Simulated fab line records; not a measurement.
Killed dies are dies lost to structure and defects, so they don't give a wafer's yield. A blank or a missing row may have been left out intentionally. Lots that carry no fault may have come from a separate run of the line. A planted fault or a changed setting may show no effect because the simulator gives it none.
fab line records ; flow gf180mcu
record: lots: 6; wafers: 18; lastDay: 34
route steps=602 shown V4@486
lots that met no fault: taken from a fault-free run of the same line
startH: the number of hours between the record's first day and the start of the first shown wafer of the lot ; waitH: how many hours have passed since the lot's step before this one ; " identical to the entry in the row above ; L1.1+2: several wafers, shown together as one row ; - either no value or no given start ; * or withheld: withheld ; < > ~ a bound
route shown NAME@n: a module of which the file shows steps, and the number in the route of the first ; usual: mean and standard deviation over wafers with no fault ; same: alike in all rows ; chamber/n: place in a boat ; sites: each site's reading ; _std_site: standard deviation of those values ; _edge_site: inner sites' mean taken away from outer sites' mean ; radiusMm: for every site, how far away it sits from the centre of the wafer ; mask NAME#n: copy n ; behind: the tool/chamber that last shaped the wafer ; hold: the reason the lot was held/the length of the hold in hours/how it ended ; device: the transistor (n, p or np) that didn't switch ; end of line: the route-end tests of the same wafers ; a step with no rows: only its recipe ; killed: dies that structure and defects cost at the first sort, which is not the same as the wafer's yield ; map: a wafer's dies, marking killed ones x, the rest . and places with no die _
set.NAME: the setting that was run; set.NAME@STEP: the one run at that earlier step ; model.NAME: the simulator's own value behind a step, which no gauge read
lots at selected steps of the route; one table per step, one row per wafer
services: from which hour (startH, from the record's first day; less than 0 if before it) a tool's chamber was out of use, for how many hours, and why
== steps ==
step: GF_V4_SOFTBAKE_10
recipe: tempC: 130; timeS: 60; resist: KrF
step: GF_V4_EXPOSE_11
recipe: maskId: Via4; targetCdNm: 260; na: 0.68; sourceShape: conventional; sigmaOuter: 0.6; doseMj: 38
step: GF_V4_PEB_12
recipe: pebTempC: 133.7; pebTimeS: 90; resist: KrF
step: GF_V4_DEVELOP_13
recipe: developTimeS: 60; resist: KrF; devTempC: 21
step: GF_V4_CD_MEAS_14
recipe: targetCdNm: 260
usual: cdNm: 259.9/1.2
lot.wafer;tool;chamber;startH;waitH;cdNm
L799.4;cdSem-01;-;580.45;0.1;258.1
L799.5;cdSem-01;-;580.45;0.1;258.7
L799.6;cdSem-01;-;580.45;0.1;258.5
L805.3;cdSem-02;-;628.41;0.1;259.8
L805.4;cdSem-02;-;628.41;0.1;259.8
L805.5;cdSem-02;-;628.41;0.1;259.2
L815.1;cdSem-01;-;707.87;0.1;259.8
L815.2;cdSem-01;-;707.87;0.1;258.6
L815.5;cdSem-01;-;707.87;0.1;258.9
L816.1;cdSem-02;-;711.59;0.1;262.0
L816.2;cdSem-02;-;711.59;0.1;260.5
L816.4;cdSem-02;-;711.59;0.1;261.8
L820.2;cdSem-02;-;730.39;0.1;260.3
L820.4;cdSem-02;-;730.39;0.1;259.2
L820.5;cdSem-02;-;730.39;0.1;258.9
L821.4;cdSem-02;-;731.14;0.1;261.7
L821.5;cdSem-02;-;731.14;0.1;259.8
L821.6;cdSem-02;-;731.14;0.1;258.0
step: GF_V4_OVL_MEAS_15
usual: V4_OVL: -7/5.3
lot.wafer;tool;chamber;startH;waitH;V4_OVL[nm]
L799.4;overlay-01;-;580.52;0.1;-12
L799.5;overlay-01;-;580.52;0.1;-13
L799.6;overlay-01;-;580.52;0.1;-8
L805.3;overlay-02;-;628.50;0.1;-11
L805.4;overlay-02;-;628.50;0.1;-11
L805.5;overlay-02;-;628.50;0.1;-11
L815.1;overlay-01;-;707.99;0.1;-8
L815.2;overlay-01;-;707.99;0.1;-9
L815.5;overlay-01;-;707.99;0.1;-9
L816.1;overlay-01;-;711.71;0.1;0
L816.2;overlay-01;-;711.71;0.1;-6
L816.4;overlay-01;-;711.71;0.1;-8
L820.2;overlay-02;-;730.49;0.1;-10
L820.4;overlay-02;-;730.49;0.1;-8
L820.5;overlay-02;-;730.49;0.1;-6
L821.4;overlay-02;-;731.22;0.1;0
L821.5;overlay-02;-;731.22;0.1;-4
L821.6;overlay-02;-;731.22;0.1;-9
step: GF_V4_ETCH_16
recipe: chemistry: N2/H2; targetDepthA: withheld; overetchA: withheld; timeS: withheld; target: BARC; ionEnergyEv: 200; sourceW: 500; biasW: 100; pressureMtorr: 30; n2FlowSccm: 100; h2FlowSccm: 200
usual: drypumpMotorCurrentA: 5.7/0.48; oesProductAu: 0.855/0.0047; throttleValvePct: 13.225/0.0096
lot.wafer;tool;chamber;startH;waitH;drypumpMotorCurrentA;oesProductAu;throttleValvePct
L799.4;rieDiel-03;2;580.54;0.0;5.3;0.851;13.231
L799.5;rieDiel-03;2;580.54;0.0;5.3;0.851;13.225
L799.6;rieDiel-03;3;580.54;0.0;6.6;0.859;13.219
L805.3;rieDiel-02;0;628.52;0.0;5.9;0.850;13.212
L805.4;rieDiel-02;1;628.52;0.0;5.6;0.858;13.236
L805.5;rieDiel-02;2;628.52;0.0;4.9;0.851;13.216
L815.1;rieDiel-03;1;708.02;0.0;5.8;0.851;13.234
L815.2;rieDiel-03;0;708.02;0.0;5.9;0.851;13.215
L815.5;rieDiel-03;3;708.02;0.0;6.5;0.858;13.231
L816.1;rieDiel-02;2;711.74;0.0;4.9;0.860;13.225
L816.2;rieDiel-02;3;711.74;0.0;5.5;0.854;13.220
L816.4;rieDiel-02;1;711.74;0.0;5.6;0.850;13.220
L820.2;rieDiel-03;1;730.52;0.0;5.8;0.852;13.237
L820.4;rieDiel-03;3;730.52;0.0;6.6;0.851;13.226
L820.5;rieDiel-03;0;730.52;0.0;5.9;0.850;13.217
L821.4;rieDiel-02;3;731.24;0.0;5.5;0.850;13.214
L821.5;rieDiel-02;3;731.24;0.0;5.5;0.858;13.225
L821.6;rieDiel-02;0;731.24;0.0;5.9;0.857;13.239
step: GF_V4_ETCH_17
recipe: chemistry: C4F8/O2/Ar; maskMaterial: KrF; target: SiO2; stopOn: TiN; sourceW: 1500; biasW: 1200; pressureMtorr: 40; c4f8FlowSccm: withheld; O2_flow_sccm: 6; Ar_flow_sccm: 300; timeS: withheld; targetDepthA: 6300
usual: oesProductAu: 0.855/0.0047
lot.wafer;tool;chamber;startH;waitH;oesProductAu
L799.4;rieDiel-03;2;-;-;0.852
L799.5;rieDiel-03;2;-;-;0.846
L799.6;rieDiel-03;3;-;-;0.845
L805.3;rieDiel-02;0;-;-;0.859
L805.4;rieDiel-02;1;-;-;0.865
L805.5;rieDiel-02;2;-;-;0.858
L815.1;rieDiel-03;1;-;-;0.856
L815.2;rieDiel-03;0;-;-;0.855
L815.5;rieDiel-03;3;-;-;0.857
L816.1;rieDiel-02;2;-;-;0.859
L816.2;rieDiel-02;3;-;-;0.857
L816.4;rieDiel-02;1;-;-;0.847
L820.2;rieDiel-03;1;-;-;0.856
L820.4;rieDiel-03;3;-;-;0.850
L820.5;rieDiel-03;0;-;-;0.852
L821.4;rieDiel-02;3;-;-;0.856
L821.5;rieDiel-02;3;-;-;0.865
L821.6;rieDiel-02;0;-;-;0.851
step: GF_V4_STRIP_18
recipe: chemistry: O2/N2; powerW: 1400; pressureMtorr: 1500; platenTempC: 250; o2FlowSccm: 3000; n2FlowSccm: 300; overashFraction: 0.5
usual: drypumpMotorCurrentA: 5.8/0.31; heaterPowerW: 319/25; oesProductAu: 0.593/0.0053
lot.wafer;tool;chamber;startH;waitH;drypumpMotorCurrentA;heaterPowerW;oesProductAu;rfHoursCounterH
L799.4;plasmaAsher-01;1;580.71;-;5.4;311;0.591;-
L799.5;plasmaAsher-01;1;580.71;-;5.4;306;0.592;-
L799.6;plasmaAsher-01;0;580.71;-;5.8;273;0.596;-
L805.3;plasmaAsher-04;1;628.69;-;5.9;336;0.586;-
L805.4;plasmaAsher-04;0;628.69;-;5.8;323;0.596;-
L805.5;plasmaAsher-04;0;628.69;-;5.8;324;0.597;-
L815.1;plasmaAsher-04;0;708.15;-;5.8;327;0.598;107
L815.2;plasmaAsher-04;1;708.15;-;5.9;326;0.593;107
L815.5;plasmaAsher-04;1;708.15;-;5.9;331;0.588;-
L816.1;plasmaAsher-01;1;711.87;-;5.4;303;0.587;95
L816.2;plasmaAsher-01;0;711.87;-;5.8;275;0.594;95
L816.4;plasmaAsher-01;1;711.87;-;5.4;305;0.591;-
L820.2;plasmaAsher-01;0;730.65;-;5.8;269;0.591;97
L820.4;plasmaAsher-01;1;730.65;-;5.4;307;0.591;-
L820.5;plasmaAsher-01;1;730.65;-;5.4;303;0.594;-
L821.4;plasmaAsher-03;0;731.40;-;6.2;350;0.588;-
L821.5;plasmaAsher-03;0;731.40;-;6.2;352;0.597;-
L821.6;plasmaAsher-03;1;731.40;-;5.2;331;0.588;-
step: GF_V4_STRIP_19
recipe: chemistry: postEtchResidueRemover; timeS: 1200; tempC: 72.5
step: GF_V4_CLEAN_20
recipe: chemistry: DIW; dry: n2Spin
step: GF_V4_SPUTTER_21
recipe: material: Ti; targetThkNm: 15; chamberPressurePa: 5; powerW: 2500; substrateTempC: 200; timeS: 80.02
usual: cathodeDcPowerW: 2500.0/0.45; chamberPressurePa: 5.001/0.011; throttleValvePct: 30.2/1.5
lot.wafer;tool;chamber;startH;waitH;cathodeDcPowerW;chamberPressurePa;throttleValvePct
L799.4;pvdSputter-02;-;581.24;0.0;2500.3;4.970;28.6
L799.5;pvdSputter-02;-;581.24;0.0;2499.8;5.008;28.2
L799.6;pvdSputter-02;-;581.24;0.0;2500.1;4.992;28.7
L805.3;pvdSputter-04;-;629.19;0.0;2500.3;4.989;28.7
L805.4;pvdSputter-04;-;629.19;0.0;2499.6;5.001;33.1
L805.5;pvdSputter-04;-;629.19;0.0;2500.5;5.005;33.2
L815.1;pvdSputter-02;-;708.69;0.0;2499.6;4.991;29.7
L815.2;pvdSputter-02;-;708.69;0.0;2500.0;4.991;28.5
L815.5;pvdSputter-02;-;708.69;0.0;2500.2;4.993;29.7
L816.1;pvdSputter-02;-;712.44;0.0;2500.0;5.020;29.8
L816.2;pvdSputter-02;-;712.44;0.0;2500.6;5.002;28.5
L816.4;pvdSputter-02;-;712.44;0.0;2499.6;4.991;28.5
L820.2;pvdSputter-03;-;731.19;0.0;2499.9;5.005;29.3
L820.4;pvdSputter-03;-;731.19;0.0;2499.7;4.994;31.0
L820.5;pvdSputter-03;-;731.19;0.0;2500.2;5.004;30.8
L821.4;pvdSputter-04;-;731.90;0.0;2499.5;4.999;33.3
L821.5;pvdSputter-04;-;731.90;0.0;2500.5;4.997;33.3
L821.6;pvdSputter-04;-;731.90;0.0;2500.0;4.998;30.0
step: GF_V4_SPUTTER_22
recipe: material: TiN; targetThkNm: 10; chamberPressurePa: 5; powerW: 4000; timeS: 40
usual: cathodeDcPowerW: 4000.0/0.79; chamberPressurePa: 4.999/0.012; throttleValvePct: 30.2/1.4
lot.wafer;tool;chamber;startH;waitH;cathodeDcPowerW;chamberPressurePa;throttleValvePct
L799.4;pvdSputter-02;-;581.30;0.0;3999.3;4.984;28.6
L799.5;pvdSputter-02;-;581.30;0.0;3999.5;5.011;28.6
L799.6;pvdSputter-02;-;581.30;0.0;4000.5;4.998;28.4
L805.3;pvdSputter-04;-;629.25;0.0;4000.9;5.009;29.4
L805.4;pvdSputter-04;-;629.25;0.0;3999.7;5.012;33.3
L805.5;pvdSputter-04;-;629.25;0.0;4001.7;5.011;33.3
L815.1;pvdSputter-02;-;708.75;0.0;-;-;-
L815.2;pvdSputter-02;-;708.75;0.0;-;-;-
L815.5;pvdSputter-02;-;708.75;0.0;-;-;-
L816.1;pvdSputter-02;-;712.50;0.0;-;-;-
L816.2;pvdSputter-02;-;712.50;0.0;-;-;-
L816.4;pvdSputter-02;-;712.50;0.0;-;-;-
L820.2;pvdSputter-03;-;731.25;0.0;3998.1;4.991;29.3
L820.4;pvdSputter-03;-;731.25;0.0;4000.5;5.001;31.0
L820.5;pvdSputter-03;-;731.25;0.0;3999.8;4.991;30.8
L821.4;pvdSputter-04;-;731.96;0.0;3999.8;4.982;33.3
L821.5;pvdSputter-04;-;731.96;0.0;3999.9;4.979;33.5
L821.6;pvdSputter-04;-;731.96;0.0;3999.4;4.996;29.6
step: GF_V4_CVD_23
recipe: material: W; targetThkNm: 350; timeS: 104.9; tempC: 400; pressureTorr: 40
usual: chamberPressureTorr: 40.00/0.089; heaterPowerW: 908/150
lot.wafer;tool;chamber;startH;waitH;chamberPressureTorr;heaterPowerW
L799.4;cvdW-01;1;581.37;0.1;39.95;1093
L799.5;cvdW-01;1;581.37;0.1;39.85;1104
L799.6;cvdW-01;0;581.37;0.1;40.09;747
L805.3;cvdW-02;1;629.32;0.1;40.15;920
L805.4;cvdW-02;0;629.32;0.1;40.15;832
L805.5;cvdW-02;1;629.32;0.1;39.99;941
L815.1;cvdW-01;1;708.79;0.0;39.96;1085
L815.2;cvdW-01;0;708.79;0.0;39.95;759
L815.5;cvdW-01;1;708.79;0.0;40.02;1083
L816.1;cvdW-01;1;712.54;0.0;40.18;1085
L816.2;cvdW-01;0;712.54;0.0;39.98;762
L816.4;cvdW-01;0;712.54;0.0;40.06;754
L820.2;cvdW-01;1;731.29;0.0;39.86;1089
L820.4;cvdW-01;0;731.29;0.0;40.01;764
L820.5;cvdW-01;1;731.29;0.0;39.96;1078
L821.4;cvdW-01;1;732.04;0.1;40.12;1092
L821.5;cvdW-01;1;732.04;0.1;40.07;1096
L821.6;cvdW-01;0;732.04;0.1;40.09;728
== services ==
tool;chamber;startH;hours;kind
cvdW-02;0;572.47;5.6;repair
pvdSputter-02;-;581.57;7.5;repair
plasmaAsher-03;-;586.66;3.5;repair
cvdW-01;-;613.42;6.9;pm
rieDiel-03;-;641.77;0.4;repair
pvdSputter-02;-;652.98;1.2;repair
pvdSputter-03;-;656.44;2.7;repair
cvdW-02;-;663.42;14.6;pm
pvdSputter-03;-;678.66;1.9;repair
plasmaAsher-04;-;684.16;1.7;repair
rieDiel-02;1;689.73;-;clean
rieDiel-02;1;689.73;18.5;scheduledDown
rieDiel-02;1;689.73;18.5;ventCycle
cvdW-02;-;695.56;2.8;pm
rieDiel-03;3;702.88;4.5;repair
pvdSputter-03;-;717.28;13.7;repair
cvdW-02;-;725.21;6.9;pm
pvdSputter-02;-;727.72;22.7;repair
plasmaAsher-04;-;731.35;0.7;repair
rieDiel-02;0;731.37;2.7;repair
== key ==
firstSign: step: GF_V4_SPUTTER_22; reading: toolRecord; direction: missing
effect none on later readings
metAt GF_V4_SPUTTER_22
struckWafers L815.1,L815.2,L815.5,L816.1,L816.2,L816.4
laterRowsLeftOut L815.1,L815.2,L815.5,L816.1,L816.2,L816.4
sortLeftOut L815.1,L815.2,L815.5,L816.1,L816.2,L816.4
onsetBetween 581.30 708.75
fault: kind: skippedStepWhole; tool: pvdSputter-02; chamber: -; onsetH: 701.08; steps: GF_V4_SPUTTER_22; scope: struckLotsOnly
sortLeftOut: the simulated sort isn't trusted on such a fault, so these wafers' sort isn't shown, and their yield isn't known
laterRowsLeftOut: the simulator's readings of these wafers behind a module that went badly wrong aren't trusted and aren't shown, but for the sort
